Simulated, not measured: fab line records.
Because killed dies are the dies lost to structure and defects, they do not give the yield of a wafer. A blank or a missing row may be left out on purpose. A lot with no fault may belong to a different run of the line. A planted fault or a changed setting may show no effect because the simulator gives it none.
Problem report in the 8D (eight disciplines) form, filled by code -- flow gf180mcu -- the parts of the form that need people (team, actions taken, sign-off) are left out

1. WHAT IS WRONG
Wafers free of any fault read 1000 nm (standard deviation 12) for PASSIVATION_CVD_00_THK at GF_PASSIVATION_THK_MEAS_01, against a mean of 1108 nm on 6 wafers of 2 lots. Measured from the usual mean, that is +9.0 standard deviations.
Seen first at day 32 13:48 on filmMetro-04, wafer L847.4. The record has a number at this step for 39 wafers belonging to 13 lots. Rule for "out", or "out of limits": more than 4 standard deviations from the usual mean. All remaining wafers that have a number are taken as sound.

2. WHAT IT IS; WHAT IT IS NOT
question,is,is not
which readings at this step,PASSIVATION_CVD_00_THK,-
which lots,"L847, L851","L833, L834, L836, L837, L838, L839, L840, L841, L853, L855, L856"
which wafers of those lots,all that have a number,-
read on which gauges,"filmMetro-01, filmMetro-04",filmMetro-03
when,from day 32 13:48,"up to then (24 sound wafers); but 9 sound wafers of L853, L855, L856 came after"

3. THE SUSPECTS, EACH WITH WHAT RULES IT OUT
Counting: any tool at a process step up to the reading is kept as a suspect provided that every lot that is out went through it and no sound lot did after the first of them.
- the gauge at GF_PASSIVATION_THK_MEAS_01: ruled out. 2 gauges (filmMetro-01, filmMetro-04) read the wafers that are out.
- pvdSputter-03 at GF_V4_SPUTTER_21 (material Ti, target thk 15 nm, time 80.02 s): ruled out as a lasting fault. After its first lot that is out, L847 (day 29 06:15), sound lots L855 ran on it.
- pecvd-03 at GF_PASSIVATION_CVD_00 (deposits SiO2 from TEOS, target thk 1000 nm, time 111.95 s): kept. Every lot that is out went through it, starting with L847 (day 32 13:44), and after that it ran no sound lot; the last sound lot it ran before then is L840 (day 30 19:45). Out on those wafers are its own readings of rfFwdPowerW.
Remaining after the count: pecvd-03 at GF_PASSIVATION_CVD_00.

4. THE CAUSE (what the simulator had put in)
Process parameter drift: pecvd-03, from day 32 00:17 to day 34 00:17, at GF_PASSIVATION_CVD_00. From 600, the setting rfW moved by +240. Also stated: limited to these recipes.
After counting, this tool was the only one left.

5. THE CHAIN OF EFFECTS, in route order
Rows list readings where the struck wafers' mean (over those with a number) sits beyond 3 standard deviations from the usual. Readings are gone through only where the record gives a usual standard deviation; hours: the median, over the lots, of the time from a lot's start at the first step in this table giving one to that lot's start at this step; sigmas: the change measured in usual standard deviations.
hours,step,reading,usual,on struck wafers,change,sigmas
0,GF_PASSIVATION_CVD_00,rfFwdPowerW,596.5 W,835.7,+239.2,+99 or more
0,GF_PASSIVATION_THK_MEAS_01,PASSIVATION_CVD_00_THK,1000 nm,1108,+108,+9.0
It contains these process steps:
- GF_PASSIVATION_CVD_00: deposits SiO2 from TEOS, target thk 1000 nm, time 111.95 s.

6. HOW IT WOULD HAVE BEEN CAUGHT EARLIER
The first out-of-limits reading at a measuring or inspecting step in this record came at day 32 13:48, 14 hours after the fault's start at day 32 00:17.
At GF_PASSIVATION_CVD_00, the tool's own readings (rfFwdPowerW) were out on each struck wafer the step has a row for, so an alarm limit on them would have fired on the first such wafer.
Lots out: 2; of these, L851 started GF_PASSIVATION_CVD_00 on pecvd-03 after day 32 13:48. A tool hold placed at that time would have kept it from harm.
